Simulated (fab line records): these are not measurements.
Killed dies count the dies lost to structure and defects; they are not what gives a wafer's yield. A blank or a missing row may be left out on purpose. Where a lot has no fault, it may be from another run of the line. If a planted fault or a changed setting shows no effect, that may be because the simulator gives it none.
fab line records | flow sky130
[record] lots = 4 wafers = 12 lastDay = 48
route steps=708 shown POLY_CUT@317 SD_P@320 RES_XHIGH@332 SD_N@342 PAD_OPEN@708
lots with no fault: from the same line, run without faults
startH: the number of hours between the record's first day and the start of the first shown wafer of the lot | waitH: hours elapsed since this lot's preceding step | " repeats the value in the row above | L1.1+2: a row that stands for several wafers | - either no value or no given start | * or withheld: withheld | < > ~ a bound
route shown NAME@n: names a module that has steps shown in the file, with the first one's number in the route | usual: mean/standard deviation taken from wafers without a fault | same: alike in all rows | chamber/n: place in a boat | sites: each site's reading | _std_site: standard deviation across them | _edge_site: mean of outer sites minus mean of inner sites | radiusMm: how far each site lies from the wafer's centre | mask NAME#n: copy n | behind: the tool/chamber that last shaped the wafer | hold: the reason the lot was held/the length of the hold in hours/how it ended | device: whichever transistor did not switch (one of n, p or np) | end of line: the route-end tests of the same wafers | where a step has no rows: the recipe by itself | killed: the dies lost at the first sort to structure and to defects; this is not the yield of the wafer | map: a wafer's dies, x killed, . not, _ none there
set.NAME: setting as actually run; set.NAME@STEP: the setting as run at that earlier step | model.NAME: the simulator's own value behind a step, which no gauge read
lots at selected steps of the route; one table per step, one row per wafer
services: from which hour (startH, from the record's first day; less than 0 if before it) a tool's chamber was out of use, for how many hours, and why
[[steps]]
[step SKY_POLY_CUT_ETCH_10]
[recipe] chemistry = N2/H2 target = BARC ionEnergyEv = 200 sourceW = 500 biasW = 100 pressureMtorr = 30 n2FlowSccm = 100 h2FlowSccm = 200 stopOn = SiO2 timeS = 45.9 targetDepthA = 600
[step SKY_POLY_CUT_ETCH_11]
[recipe] target = Si3N4 chemistry = CF4/CH2F2/Ar stopOn = poly-Si sourceW = 600 biasW = 150 pressureMtorr = 40 cf4FlowSccm = 40 ch2f2FlowSccm = 20 Ar_flow_sccm = 150 timeS = 42.5 targetDepthA = 600
[step SKY_POLY_CUT_STRIP_12]
[recipe] chemistry = O2/N2 powerW = 1400 pressureMtorr = 1500 platenTempC = withheld o2FlowSccm = 3000 n2FlowSccm = 300 overashFraction = 0.5
[step SKY_SD_P_DEHYDRATE_00]
[recipe] tempC = 200 timeS = 60
[step SKY_SD_P_HMDS_01]
[recipe] primeTimeS = 60 primeTempC = 120
[step SKY_SD_P_COAT_02]
[recipe] resist = NOVOLAK spinRpm = 3000 resistThkNm = 1140
[step SKY_SD_P_SOFTBAKE_03]
[recipe] tempC = 90 timeS = 60 resist = NOVOLAK
[step SKY_SD_P_EXPOSE_04]
[recipe] maskId = PSDM na = 0.6 sourceShape = conventional sigmaOuter = 0.6 polarization = unpolarized targetCdNm = 380 doseMj = 138
[step SKY_SD_P_PEB_05]
[recipe] tempC = withheld timeS = * resist = NOVOLAK
[step SKY_SD_P_DEVELOP_06]
[recipe] resist = NOVOLAK developer = TMAH developTimeS = 60 devTempC = 23
[step SKY_SD_P_IMPLANT_09]
[recipe] species = BF2 energyKev = 20 doseCm2 = 3e+15 tiltDeg = 0
[usual] beamEnergyKeV = 20.000/0.0068 doseIonsCm2 = 2.999e+15/3.2e+12
// columns lot.wafer tool chamber startH waitH beamEnergyKeV doseIonsCm2 model.implant.rpNm model.implant.drpNm
L994.2 implanter-03 0 580.21 0.0 19.995 2.994e+15 16.93 9.746
L994.3 " 0 " " 20.003 2.995e+15 16.93 9.746
L994.4 " 0 " " 20.011 2.998e+15 16.93 9.746
L102.1 implanter-03 0 657.58 0.0 14.037 3.004e+15 13.44 7.593
L102.3 " 0 " " 14.032 3.002e+15 13.44 7.593
L102.5 " 0 " " 14.031 2.999e+15 13.44 7.593
L104.1 implanter-03 0 672.48 0.0 14.037 3.001e+15 12.66 7.593
L104.2 " 0 " " 14.026 3.001e+15 12.66 7.593
L104.4 " 0 " " 14.027 3.004e+15 12.66 7.593
L105.2 implanter-01 0 705.13 0.1 19.993 3.001e+15 17.65 9.746
L105.4 " 0 " " 20.000 2.998e+15 17.65 9.746
L105.6 " 0 " " 20.001 3.005e+15 17.65 9.746
[step SKY_SD_P_STRIP_10]
[recipe] chemistry = O2/N2 powerW = 1400 pressureMtorr = 1500 platenTempC = withheld o2FlowSccm = 3000 n2FlowSccm = 300 overashFraction = 0.5
[usual] drypumpMotorCurrentA = 5.8/0.36 oesProductAu = 0.617/0.0044 stripTimeToEndpointS = 17.50/0.032
// columns lot.wafer tool chamber startH waitH drypumpMotorCurrentA oesProductAu rfHoursCounterH stripTimeToEndpointS
L994.2 plasmaAsher-02 1 580.33 0.1 5.6 0.617 46 17.50
L994.3 " 1 " " 5.6 0.613 - 17.46
L994.4 " 0 " " 5.8 0.616 - 17.51
L102.1 plasmaAsher-04 1 657.73 0.1 5.9 0.633 82 16.56
L102.3 " 1 " " 5.9 0.634 - 16.58
L102.5 " 0 " " 5.3 0.634 - 16.55
L104.1 plasmaAsher-04 1 672.63 0.1 5.8 0.641 82 16.59
L104.2 " 0 " " 5.3 0.640 82 16.57
L104.4 " 1 " " 5.8 0.635 - 16.59
L105.2 plasmaAsher-02 1 705.38 0.2 5.6 0.619 58 17.52
L105.4 " 1 " " 5.6 0.616 - 17.52
L105.6 " 1 " " 5.6 0.610 - 17.52
[step SKY_SD_P_TW_MEAS_11]
[usual] SD_P_TW = 2833/13
// columns lot.wafer tool chamber startH waitH SD_P_TW
L994.2 filmMetro-04 - 580.44 0.1 2836
L994.3 " - " " 2838
L994.4 " - " " 2839
L102.1 filmMetro-02 - 657.83 0.1 2558
L102.3 " - " " 2572
L102.5 " - " " 2563
L104.1 filmMetro-04 - 672.73 0.1 2580
L104.2 " - " " 2572
L104.4 " - " " 2571
L105.2 filmMetro-01 - 705.49 0.1 2837
L105.4 " - " " 2835
L105.6 " - " " 2838
[step SKY_RES_XHIGH_DEHYDRATE_00]
[recipe] tempC = 200 timeS = 60
[step SKY_RES_XHIGH_HMDS_01]
[recipe] primeTimeS = 60 primeTempC = 120
[step SKY_RES_XHIGH_COAT_02]
[recipe] resist = NOVOLAK spinRpm = 3000 resistThkNm = 1140
[step SKY_RES_XHIGH_SOFTBAKE_03]
[recipe] tempC = 90 timeS = 60 resist = NOVOLAK
[step SKY_RES_XHIGH_EXPOSE_04]
[recipe] maskId = URPM na = 0.6 sourceShape = conventional sigmaOuter = 0.6 polarization = unpolarized targetCdNm = 1270 doseMj = 140
[step SKY_RES_XHIGH_PEB_05]
[recipe] tempC = withheld timeS = * resist = NOVOLAK
[step SKY_RES_XHIGH_DEVELOP_06]
[recipe] resist = NOVOLAK developer = TMAH developTimeS = 60 devTempC = 23
[step SKY_RES_XHIGH_IMPLANT_07]
[recipe] species = BF2 energyKev = 20 doseCm2 = 3.6e+14 tiltDeg = 0
[step SKY_RES_XHIGH_STRIP_08]
[recipe] chemistry = O2/N2 powerW = 1400 pressureMtorr = 1500 platenTempC = withheld o2FlowSccm = 3000 n2FlowSccm = 300 overashFraction = 0.5
[step SKY_SD_N_DEHYDRATE_00]
[recipe] tempC = 200 timeS = 60
[step SKY_SD_N_HMDS_01]
[recipe] primeTimeS = 60 primeTempC = 120
[step SKY_SD_N_COAT_02]
[recipe] resist = NOVOLAK spinRpm = 3000 resistThkNm = 1140
[step SKY_SD_N_SOFTBAKE_03]
[recipe] tempC = 90 timeS = 60 resist = NOVOLAK
[step SKY_SD_N_EXPOSE_04]
[recipe] maskId = NSDM na = 0.6 sourceShape = conventional sigmaOuter = 0.6 polarization = unpolarized targetCdNm = 380 doseMj = 141
[step SKY_SD_N_PEB_05]
[recipe] tempC = withheld timeS = * resist = NOVOLAK
[step SKY_SD_N_DEVELOP_06]
[recipe] resist = NOVOLAK developer = TMAH developTimeS = 60 devTempC = 23
[step SKY_SD_N_IMPLANT_09]
[recipe] species = As energyKev = 50 doseCm2 = 4e+15 tiltDeg = 0
[step SKY_SD_N_IMPLANT_10]
[recipe] species = P energyKev = 20 doseCm2 = 1e+14 tiltDeg = 0
[step SKY_SD_N_STRIP_11]
[recipe] chemistry = O2/N2 powerW = 1400 pressureMtorr = 1500 platenTempC = withheld o2FlowSccm = 3000 n2FlowSccm = 300 overashFraction = 0.5
[step SKY_SD_N_CLEAN_13]
[recipe] chemistry = SC1/SC2 mix = 1:4:20 tempC = 70 timeS = 150 dry = n2Spin
[step SKY_SD_N_RTA_14]
[recipe] tempC = 1075 timeS = 2 idleTempC = 650 rampUpCPerS = 150 rampDownCPerS = 90 ambient = N2
[step SKY_SD_N_RS_MEAS_17]
[recipe] thkMeasGauge = four-point-probe
[usual] SD_P_RS = 147.0/0.41
// columns lot.wafer tool chamber startH waitH SD_P_RS[ohm/sq]
L994.2 filmMetro-04 - 641.30 0.1 146.4
L994.3 " - " " 146.3
L994.4 " - " " 146.0
L102.1 filmMetro-02 - 715.57 0.1 170.7
L102.3 " - " " 170.8
L102.5 " - " " 171.7
L104.1 filmMetro-04 - 729.02 0.1 170.5
L104.2 " - " " 170.0
L104.4 " - " " 169.5
L105.2 filmMetro-01 - 761.00 0.1 146.9
L105.4 " - " " 147.6
L105.6 " - " " 147.6
[step SKY_PAD_OPEN_PROBE_99]
[usual] killed_at_M0_to_M3 = 44/7.1 killed_at_M4_up = 3.3/1.8 killedAtContacts = 24/5.1 killedAtFrontEnd = 16/4.7 killedAtOther = 0.3/0.52 killedDies = 87/9.7 killedOpen = 47/6.8 killedShort = 39/6.7
[same] grossDies = 492 killedAtBackSide = 0
// columns lot.wafer tool chamber startH waitH killed_at_M0_to_M3 killed_at_M4_up killedAtContacts killedAtFrontEnd killedAtOther killedDies killedOpen killedShort model.etest.pfet_01v8.rOnOhmUm model.etest.resPdiff.lineOhmUm model.etest.pfetG5v0d10v5.rOnOhmUm model.etest.resPdiffHv.rsOhmSq model.etest.resPdiff.rsOhmSq model.etest.pfet_01v8.driveUaUm model.etest.pfet_01v8_hvt.driveUaUm model.etest.sramPfetLatch.driveUaUm
L994.2 prober-01 - 1071.28 0.1 41 5 27 15 0 88 61 26 2930 1386 4728 195.3 200.3 191.7 140.6 146.1
L994.3 prober-01 - 1071.33 0.2 53 5 29 15 0 102 60 42 2989 1399 4837 194.4 200.8 185.1 138.4 131.7
L994.4 prober-01 - 1071.38 0.2 53 4 33 11 0 101 56 44 2960 1404 4794 194.7 198.3 189.2 139.4 137.7
L102.1 prober-02 - 1125.68 0.1 48 8 19 16 2 93 53 39 3136 1510 4813 225.2 223 176.1 130.2 132
L102.3 prober-02 - 1125.78 0.2 48 4 21 9 0 82 44 37 3119 1524 4822 222.3 224.5 176.9 130.6 129
L102.5 prober-02 - 1125.88 0.2 50 5 30 14 0 99 62 36 3081 1525 4839 227.6 224.4 177.5 131.3 135.7
L104.1 prober-02 - 1134.59 0.1 41 6 20 20 1 88 45 43 3142 1578 4886 234.8 229.9 176.9 131 134.4
L104.2 prober-02 - 1134.64 0.1 35 2 31 26 0 94 49 45 3140 1566 4968 237.3 229.5 175.8 131.2 126.9
L104.4 prober-02 - 1134.74 0.2 35 2 27 18 2 84 61 23 3165 1562 4918 235.8 230.4 173 127.8 125.5
L105.2 prober-02 - 1155.50 0.1 43 1 22 15 0 81 47 32 2865 1333 4792 190.7 194.7 195.5 145.1 144
L105.4 prober-02 - 1155.60 0.2 47 3 22 16 0 88 46 41 2873 1362 4665 189.9 197.6 192.9 144.2 144.8
L105.6 prober-02 - 1155.70 0.2 33 6 20 19 0 78 43 35 2903 1358 4674 191.2 197.1 193.1 142.4 149
// killed by level:class
L994.2 CONTACT:geometricParticle:open=15 VIA2:geometricParticle:open=9 VIA1:geometricParticle:open=8 VIA3:geometricParticle:open=7 FIELD_ISO:geometricParticle:open=5 SPACER:geometricParticle:open=4 METAL2:geometricParticle:short=4 METAL1:geometricParticle:short=4
L994.3 VIA1:geometricParticle:open=16 LI_CONTACT:geometricParticle:open=12 CONTACT:geometricParticle:open=9 METAL2:geometricParticle:short=8 VIA2:geometricParticle:open=7 VIA1:geometricParticle:short=6 METAL1:geometricParticle:short=5 VIA3:geometricParticle:open=5
L994.4 LI_CONTACT:geometricParticle:open=14 CONTACT:geometricParticle:open=11 METAL2:geometricParticle:short=9 VIA1:geometricParticle:open=7 VIA2:geometricParticle:open=7 VIA2:geometricParticle:short=6 FIELD_ISO:geometricParticle:short=4 FIELD_ISO:geometricParticle:open=4
L102.1 VIA1:geometricParticle:open=16 CONTACT:geometricParticle:open=10 METAL2:geometricParticle:short=8 VIA2:geometricParticle:open=7 POLY_GATE:geometricParticle:short=5 METAL4:geometricParticle:short=5 FIELD_ISO:geometricParticle:open=4 LOCAL_INTERCONNECT:geometricParticle:short=4
L102.3 CONTACT:geometricParticle:open=8 VIA2:geometricParticle:open=8 VIA1:geometricParticle:open=7 VIA3:geometricParticle:open=6 VIA1:geometricParticle:short=6 METAL2:geometricParticle:short=5 LOCAL_INTERCONNECT:geometricParticle:short=4 METAL1:geometricParticle:short=4
L102.5 VIA1:geometricParticle:open=21 CONTACT:geometricParticle:open=14 LI_CONTACT:geometricParticle:open=6 CONTACT:geometricParticle:short=5 VIA3:geometricParticle:open=5 FIELD_ISO:geometricParticle:short=4 METAL4:geometricParticle:short=4 SPACER:geometricParticle:open=4
L104.1 METAL2:geometricParticle:short=8 POLY_GATE:geometricParticle:open=7 LI_CONTACT:geometricParticle:open=7 CONTACT:geometricParticle:open=7 VIA1:geometricParticle:open=7 VIA3:geometricParticle:open=6 VIA2:geometricParticle:open=6 FIELD_ISO:geometricParticle:short=5
L104.2 CONTACT:geometricParticle:open=11 VIA1:geometricParticle:open=10 FIELD_ISO:geometricParticle:short=8 CONTACT:geometricParticle:short=7 FIELD_ISO:geometricParticle:open=6 POLY_GATE:geometricParticle:short=6 VIA1:geometricParticle:short=6 LI_CONTACT:geometricParticle:open=5
L104.4 CONTACT:geometricParticle:open=11 VIA1:geometricParticle:open=10 LI_CONTACT:geometricParticle:open=8 VIA3:geometricParticle:open=7 FIELD_ISO:geometricParticle:open=5 POLY_GATE:geometricParticle:open=5 METAL1:geometricParticle:open=4 POLY_GATE:geometricParticle:short=3
L105.2 VIA2:geometricParticle:open=9 CONTACT:geometricParticle:open=8 VIA1:geometricParticle:open=6 METAL2:geometricParticle:short=6 VIA3:geometricParticle:open=6 FIELD_ISO:geometricParticle:short=5 FIELD_ISO:geometricParticle:open=5 METAL1:geometricParticle:short=4
L105.4 VIA1:geometricParticle:open=10 METAL1:geometricParticle:short=9 CONTACT:geometricParticle:open=9 VIA2:geometricParticle:open=7 METAL2:geometricParticle:short=6 FIELD_ISO:geometricParticle:open=5 POLY_GATE:geometricParticle:short=5 VIA3:geometricParticle:open=5
L105.6 CONTACT:geometricParticle:open=9 FIELD_ISO:geometricParticle:short=7 LOCAL_INTERCONNECT:geometricParticle:short=6 FIELD_ISO:geometricParticle:open=5 VIA1:geometricParticle:open=5 METAL1:geometricParticle:short=4 VIA3:geometricParticle:short=4 POLY_GATE:geometricParticle:open=3
[[services]]
// columns tool chamber startH hours kind
implanter-01 - 560.47 3.5 pm
implanter-01 - 564.00 3.2 pm
plasmaAsher-04 - 564.62 14.6 pm
plasmaAsher-02 - 597.09 2.9 repair
implanter-03 - 623.32 2.8 repair
implanter-03 - 630.82 5.2 pm
implanter-01 - 652.11 2.4 repair
implanter-01 - 658.25 3.8 repair
plasmaAsher-04 - 669.30 2.4 repair
[[key]]
[firstSign] step = SKY_SD_P_IMPLANT_09 reading = beamEnergyKeV direction = down sigmas = 99+ usual = * struck = *
[effect] step = SKY_SD_P_STRIP_10 reading = stripTimeToEndpointS direction = down sigmas = 29 usual = * struck = *
[effect] step = SKY_SD_P_TW_MEAS_11 reading = SD_P_TW direction = down sigmas = 21 usual = 2833 struck = 2569
[effect] step = SKY_SD_N_RS_MEAS_17 reading = SD_P_RS direction = up sigmas = 58 usual = 147.0 struck = 170.5
[modelEffect] step = SKY_SD_P_IMPLANT_09 value = implant.rpNm without = 17.22 struck = 13.05
[modelEffect] step = SKY_PAD_OPEN_PROBE_99 value = etest.pfet_01v8.rOnOhmUm without = 2940 struck = 3131
metAt SKY_SD_P_IMPLANT_09
struckWafers L102.1,L102.3,L102.5,L104.1,L104.2,L104.4
testerLeftOut L102,L104
onsetBetween 580.21 657.58
[fault] kind = processParameterDrift tool = implanter-03 chamber = - onsetH = 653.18 steps = SKY_SD_P_IMPLANT_09 channel = energyKev offset = * shape = step endH = 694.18 actsIn = * stated = *
// testerLeftOut: of these lots the tester's yield and bins aren't shown, on N5 and GAA mostly nor the transistor test; their killed dies are dies lost to structure and defects alone, not to doping, threshold or leakage, so they don't give the yield
